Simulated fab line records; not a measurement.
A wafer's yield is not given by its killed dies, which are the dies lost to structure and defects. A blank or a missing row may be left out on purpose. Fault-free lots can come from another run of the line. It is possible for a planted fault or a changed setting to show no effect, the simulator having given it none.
fab line records | flow sfqLine
[record] lots = 13 | wafers = 39 | lastDay = 87
route steps=325 shown L0@12 I0@53 M1@68
lots that met no fault: taken from a fault-free run of the same line
startH: start of the lot's first displayed wafer, in hours after the record's first day | waitH: hours from the lot's prior step to this one | " identical to the entry in the row above | L1.1+2: a row that stands for several wafers | - either no value or no given start | * or withheld: withheld | < > ~ a bound
route shown NAME@n: NAME is a module with steps in the file, n the number in the route of the first one | usual: mean and standard deviation over wafers with no fault | same: alike in all rows | chamber/n: place in a boat | sites: per-site readings | _std_site: the values' standard deviation | _edge_site: mean of outer sites minus mean of inner sites | radiusMm: for every site, how far away it sits from the centre of the wafer | mask NAME#n: copy n | behind: tool/chamber where the wafer was last shaped | hold: the reason the lot was held/the length of the hold in hours/how it ended | device: names the non-switching transistor (n, p or np) | end of line: tests run on the same wafers once the route is complete | step lacking rows: just its recipe | killed: count of dies lost to structure and defects at first sort (not the wafer's yield) | map: the dies of a wafer, with x for killed, . for not killed, _ for no die there
set.NAME: setting as actually run; set.NAME@STEP: the setting as run at that earlier step | model.NAME: the simulator's own value behind a step, which no gauge read
route steps across a sampled set of lots; one table per step, one row per wafer
services: when a tool's chamber went out of use (startH, in hours from the record's first day, below 0 if earlier), for how many hours, and the reason
[[steps]]
[step SFQ_TRILAYER_L0_BARC_OPEN_METAL_ETCH_010]
[recipe] maskMaterial = PR | chemistry = O2 | targetDepthNm = 125 | target = BARC | icpW = 600 | biasW = 80 | pressureMtorr = 10 | timeS = 41.7
[usual] drypumpMotorCurrentA = 5.30/0.28 | oesProductAu = 0.685/0.0047 | runLengthS = 70.3/0.44
lot.wafer | tool        | chamber | startH | waitH | drypumpMotorCurrentA | oesProductAu | rfHoursCounterH | runLengthS
L883.2    | rieMetal-01 | 1       | 37.84  | 0.1   | 5.38                 | 0.679        | 212             | 70.2
L883.4    | "           | 0       | "      | "     | 5.33                 | 0.683        | -               | 70.2
L883.6    | "           | 1       | "      | "     | 5.38                 | 0.691        | -               | 70.2
L884.1    | rieMetal-02 | 1       | 39.04  | 0.1   | 5.68                 | 0.686        | 4               | 70.2
L884.3    | "           | 1       | "      | "     | 5.68                 | 0.677        | -               | 69.8
L884.6    | "           | 1       | "      | "     | 5.69                 | 0.682        | -               | 70.1
L885.1    | rieMetal-04 | 0       | 43.64  | 0.1   | 4.92                 | 0.684        | 61              | 70.9
L885.3    | "           | 0       | "      | "     | 4.91                 | 0.687        | -               | 70.6
L885.4    | "           | 1       | "      | "     | 5.46                 | 0.683        | -               | 70.4
L886.1    | rieMetal-04 | 1       | 56.06  | 0.1   | 5.48                 | 0.681        | 207             | 70.5
L886.2    | "           | 0       | "      | "     | 4.88                 | 0.681        | 63              | 70.4
L886.5    | "           | 0       | "      | "     | 4.89                 | 0.685        | -               | 70.3
L888.3    | rieMetal-04 | 0       | 66.90  | 0.1   | 4.88                 | 0.682        | -               | 70.3
L888.4    | "           | 0       | "      | "     | 4.88                 | 0.687        | -               | 71.0
L888.6    | "           | 0       | "      | "     | 4.87                 | 0.686        | -               | 70.7
L892.1    | rieMetal-04 | 1       | 86.81  | 0.1   | 5.47                 | 0.678        | 1               | 70.6
L892.3    | "           | 0       | "      | "     | 4.87                 | 1.010        | -               | 51.0
L892.6    | "           | 0       | "      | "     | 4.89                 | 0.997        | -               | 51.0
L896.1    | rieMetal-04 | 0       | 104.81 | 0.1   | 4.87                 | 0.995        | 75              | 51.7
L896.3    | "           | 0       | "      | "     | 4.87                 | 0.997        | -               | 51.1
L896.4    | "           | 1       | "      | "     | 5.45                 | 0.692        | -               | 70.4
L898.1    | rieMetal-02 | 0       | 113.21 | 0.1   | 5.50                 | 0.692        | 181             | 69.5
L898.3    | "           | 0       | "      | "     | 5.48                 | 0.691        | -               | 69.3
L898.5    | "           | 0       | "      | "     | 5.49                 | 0.692        | -               | 69.9
L901.2    | rieMetal-02 | 0       | 131.27 | 0.1   | 5.50                 | 0.689        | 184             | 69.6
L901.5    | "           | 0       | "      | "     | 5.51                 | 0.688        | -               | 69.3
L901.6    | "           | 1       | "      | "     | 5.68                 | 0.689        | -               | 70.0
L902.3    | rieMetal-01 | 0       | 133.69 | 0.1   | 5.38                 | 0.686        | -               | 70.4
L902.4    | "           | 1       | "      | "     | 5.39                 | 0.688        | -               | 70.4
L902.6    | "           | 0       | "      | "     | 5.33                 | 0.689        | -               | 70.7
L904.1    | rieMetal-01 | 0       | 144.47 | 0.1   | 5.37                 | 0.683        | 75              | 70.3
L904.3    | "           | 0       | "      | "     | 5.37                 | 0.676        | -               | 70.6
L904.6    | "           | 1       | "      | "     | 5.40                 | 0.687        | -               | 70.3
L905.3    | rieMetal-02 | 1       | 150.49 | 0.1   | 5.66                 | 0.680        | -               | 70.4
L905.4    | "           | 0       | "      | "     | 5.49                 | 0.687        | -               | 69.6
L905.5    | "           | 0       | "      | "     | 5.47                 | 0.694        | -               | 69.1
L906.1    | rieMetal-02 | 1       | 152.87 | 0.1   | 5.67                 | 0.682        | 25              | 70.1
L906.2    | "           | 0       | "      | "     | 5.49                 | 0.688        | 188             | 69.2
L906.3    | "           | 0       | "      | "     | 5.47                 | 0.690        | -               | 69.1
[step SFQ_I0_OVL_MEAS_908]
[usual] I0_OVL = 2/4.2
lot.wafer | tool       | chamber | startH | waitH | I0_OVL[nm]
L883.2    | overlay-01 | -       | 231.55 | 0.1   | -1
L883.4    | "          | -       | "      | "     | -5
L883.6    | "          | -       | "      | "     | 1
L884.1    | overlay-01 | -       | 242.34 | 0.1   | 5
L884.3    | "          | -       | "      | "     | 10
L884.6    | "          | -       | "      | "     | 8
L885.1    | overlay-01 | -       | 250.74 | 0.1   | 8
L885.3    | "          | -       | "      | "     | 4
L885.4    | "          | -       | "      | "     | 3
L886.1    | overlay-01 | -       | 261.54 | 0.1   | 1
L886.2    | "          | -       | "      | "     | 6
L886.5    | "          | -       | "      | "     | 2
L888.3    | overlay-02 | -       | 269.95 | 0.1   | -2
L888.4    | "          | -       | "      | "     | 0
L888.6    | "          | -       | "      | "     | 3
L892.1    | overlay-01 | -       | 286.74 | 0.1   | 1
L892.3    | "          | -       | "      | "     | -2
L892.6    | "          | -       | "      | "     | -3
L896.1    | overlay-02 | -       | 311.94 | 0.1   | -3
L896.3    | "          | -       | "      | "     | -3
L896.4    | "          | -       | "      | "     | -2
L898.1    | overlay-01 | -       | 325.24 | 0.1   | -3
L898.3    | "          | -       | "      | "     | -3
L898.5    | "          | -       | "      | "     | 0
L901.2    | overlay-02 | -       | 354.60 | 0.1   | 7
L901.5    | "          | -       | "      | "     | 7
L901.6    | "          | -       | "      | "     | 6
L902.3    | overlay-01 | -       | 357.00 | 0.1   | 9
L902.4    | "          | -       | "      | "     | 2
L902.6    | "          | -       | "      | "     | 3
L904.1    | overlay-01 | -       | 373.79 | 0.1   | 6
L904.3    | "          | -       | "      | "     | -6
L904.6    | "          | -       | "      | "     | -6
L905.3    | overlay-01 | -       | 382.20 | 0.1   | 1
L905.4    | "          | -       | "      | "     | 7
L905.5    | "          | -       | "      | "     | 3
L906.1    | overlay-02 | -       | 384.59 | 0.1   | -4
L906.2    | "          | -       | "      | "     | -2
L906.3    | "          | -       | "      | "     | -3
[step SFQ_M1_OVL_MEAS_911]
[usual] M1_OVL = -2/4.7
lot.wafer | tool       | chamber | startH | waitH | M1_OVL[nm]
L883.2    | overlay-01 | -       | 336.80 | 0.1   | -4
L883.4    | "          | -       | "      | "     | 0
L883.6    | "          | -       | "      | "     | 0
L884.1    | overlay-02 | -       | 350.99 | 0.1   | -9
L884.3    | "          | -       | "      | "     | -10
L884.6    | "          | -       | "      | "     | -7
L885.1    | overlay-01 | -       | 358.19 | 0.1   | -3
L885.3    | "          | -       | "      | "     | -1
L885.4    | "          | -       | "      | "     | -4
L886.1    | overlay-01 | -       | 372.59 | 0.1   | 5
L886.2    | "          | -       | "      | "     | 13
L886.5    | "          | -       | "      | "     | 5
L888.3    | overlay-02 | -       | 383.40 | 0.1   | -7
L888.4    | "          | -       | "      | "     | -3
L888.6    | "          | -       | "      | "     | -5
L892.1    | overlay-01 | -       | 407.39 | 0.1   | -1
L892.3    | "          | -       | "      | "     | 3
L892.6    | "          | -       | "      | "     | -1
L896.1    | overlay-02 | -       | 437.08 | 0.1   | -1
L896.3    | "          | -       | "      | "     | -1
L896.4    | "          | -       | "      | "     | -4
L898.1    | overlay-01 | -       | 451.03 | 0.1   | 1
L898.3    | "          | -       | "      | "     | 2
L898.5    | "          | -       | "      | "     | -2
L901.2    | overlay-02 | -       | 482.24 | 0.1   | -2
L901.5    | "          | -       | "      | "     | -5
L901.6    | "          | -       | "      | "     | -2
L902.3    | overlay-01 | -       | 485.84 | 0.1   | -2
L902.4    | "          | -       | "      | "     | -2
L902.6    | "          | -       | "      | "     | -6
L904.1    | overlay-02 | -       | 501.08 | 0.1   | 4
L904.3    | "          | -       | "      | "     | 0
L904.6    | "          | -       | "      | "     | -3
L905.3    | overlay-01 | -       | 512.89 | 0.1   | -3
L905.4    | "          | -       | "      | "     | 2
L905.5    | "          | -       | "      | "     | -3
L906.1    | overlay-01 | -       | 515.28 | 0.1   | -1
L906.2    | "          | -       | "      | "     | 5
L906.3    | "          | -       | "      | "     | 3
[step SFQ_TRILAYER_M1_STRIP_STRIP_043]
[recipe] gas = O2 | powerW = 200 | platenTempC = 40 | overashFraction = 0.65 | chemistry = O2 | pressureMtorr = 50
[usual] drypumpMotorCurrentA = 5.33/0.27 | oesProductAu = 0.997/0.0078
[same] overashFraction = 0.65
lot.wafer | tool        | chamber | startH | waitH | drypumpMotorCurrentA | oesProductAu | rfHoursCounterH
L883.2    | rieMetal-02 | 0       | 337.40 | 0.4   | 5.49                 | 1.007        | -
L883.4    | "           | 0       | "      | "     | 5.53                 | 1.005        | -
L883.6    | "           | 0       | "      | "     | 5.51                 | 0.991        | -
L884.1    | rieMetal-01 | 1       | 351.21 | 0.1   | 5.39                 | 0.990        | 53
L884.3    | "           | 1       | "      | "     | 5.39                 | 1.008        | -
L884.6    | "           | 0       | "      | "     | 5.36                 | 1.006        | -
L885.1    | rieMetal-01 | 1       | 358.41 | 0.1   | 5.40                 | 1.009        | 54
L885.3    | "           | 1       | "      | "     | 5.40                 | 0.995        | -
L885.4    | "           | 0       | "      | "     | 5.36                 | 0.993        | -
L886.1    | rieMetal-04 | 0       | 372.81 | 0.1   | 4.86                 | 0.983        | 127
L886.2    | "           | 1       | "      | "     | 5.44                 | 0.990        | 53
L886.5    | "           | 1       | "      | "     | 5.44                 | 0.983        | -
L888.3    | rieMetal-01 | 0       | 383.81 | 0.2   | 5.32                 | 0.999        | -
L888.4    | "           | 1       | "      | "     | 5.40                 | 1.000        | -
L888.6    | "           | 1       | "      | "     | 5.38                 | 1.009        | -
L892.1    | rieMetal-02 | 1       | 407.61 | 0.1   | 5.67                 | 0.996        | 71
L892.3    | "           | 0       | "      | "     | 5.48                 | 0.997        | -
L892.6    | "           | 1       | "      | "     | 5.66                 | 1.003        | -
L896.1    | rieMetal-04 | 1       | 437.30 | 0.1   | 5.46                 | 0.991        | 65
L896.3    | "           | 0       | "      | "     | 4.88                 | 0.995        | -
L896.4    | "           | 1       | "      | "     | 5.45                 | 0.996        | -
L898.1    | rieMetal-01 | 0       | 451.25 | 0.1   | 5.35                 | 0.998        | 131
L898.3    | "           | 1       | "      | "     | 5.38                 | 1.022        | -
L898.5    | "           | 0       | "      | "     | 5.34                 | 1.011        | -
L901.2    | rieMetal-02 | 0       | 482.45 | 0.1   | 5.49                 | 0.983        | 47
L901.5    | "           | 0       | "      | "     | 5.47                 | 0.990        | -
L901.6    | "           | 1       | "      | "     | 5.68                 | 0.987        | -
L902.3    | rieMetal-04 | 1       | 486.25 | 0.2   | 5.45                 | 0.991        | -
L902.4    | "           | 0       | "      | "     | 4.87                 | 0.996        | -
L902.6    | "           | 0       | "      | "     | 4.86                 | 0.993        | -
L904.1    | rieMetal-02 | 0       | 501.30 | 0.1   | 5.46                 | 0.991        | 50
L904.3    | "           | 1       | "      | "     | 5.67                 | 0.991        | -
L904.6    | "           | 1       | "      | "     | 5.69                 | 0.995        | -
L905.3    | rieMetal-01 | 0       | 513.69 | 0.5   | 5.35                 | 1.003        | -
L905.4    | "           | 0       | "      | "     | 5.37                 | 0.996        | -
L905.5    | "           | 0       | "      | "     | 5.36                 | 1.002        | -
L906.1    | rieMetal-04 | 1       | 515.50 | 0.1   | 5.47                 | 0.995        | 80
L906.2    | "           | 0       | "      | "     | 4.89                 | 1.004        | 154
L906.3    | "           | 1       | "      | "     | 5.46                 | 1.000        | -
[[services]]
tool        | chamber | startH | hours | kind
rieMetal-01 | -       | 24.26  | 2.8   | pm
rieMetal-01 | 1       | 52.75  | -     | clean
rieMetal-01 | 1       | 52.75  | -     | consumableReplace:focusRing
rieMetal-04 | 1       | 60.81  | -     | clean
rieMetal-04 | 1       | 60.81  | -     | consumableReplace:focusRing
rieMetal-04 | 1       | 60.81  | 21.6  | scheduledDown
rieMetal-04 | 1       | 60.81  | 21.6  | ventCycle
rieMetal-04 | 0       | 197.34 | 3.8   | repair
rieMetal-02 | 0       | 198.76 | -     | clean
rieMetal-02 | 0       | 198.76 | 20.9  | scheduledDown
rieMetal-02 | 0       | 198.76 | 20.9  | ventCycle
rieMetal-01 | 1       | 201.06 | 4.0   | repair
rieMetal-04 | -       | 234.97 | 1.4   | pm
rieMetal-04 | -       | 246.62 | 0.6   | repair
rieMetal-02 | -       | 254.97 | 2.8   | pm
rieMetal-01 | 0       | 303.92 | 1.1   | repair
rieMetal-02 | 1       | 332.00 | 11.1  | repair
rieMetal-04 | 1       | 332.29 | 11.3  | repair
rieMetal-02 | 0       | 345.60 | 3.7   | repair
rieMetal-01 | -       | 354.57 | 0.5   | repair
rieMetal-01 | -       | 436.29 | 0.4   | repair
rieMetal-01 | -       | 484.38 | 0.6   | repair
rieMetal-04 | -       | 504.65 | 2.8   | pm
rieMetal-01 | 1       | 509.90 | 7.3   | repair
[[key]]
[firstSign] step = SFQ_TRILAYER_L0_BARC_OPEN_METAL_ETCH_010 | reading = oesProductAu | direction = up | sigmas = 67 | usual = 0.685 | struck = 1.000
[effect] step = SFQ_TRILAYER_L0_BARC_OPEN_METAL_ETCH_010 | reading = runLengthS | direction = down | sigmas = 43 | usual = * | struck = *
metAt SFQ_TRILAYER_L0_BARC_OPEN_METAL_ETCH_010
struckLots L892,L896
struckWafers L892.3,L892.6,L896.1,L896.3
notActingAt SFQ_I0_OVL_MEAS_908,SFQ_M1_OVL_MEAS_911,SFQ_TRILAYER_M1_STRIP_STRIP_043
onsetBetween 66.90 86.81
[fault] kind = processParameterDrift | tool = rieMetal-04 | chamber = 0 | onsetH = 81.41 | steps = SFQ_TRILAYER_L0_BARC_OPEN_METAL_ETCH_010 | channel = timeS | offset = * | shape = step | endH = 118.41 | actsIn = * | stated = *
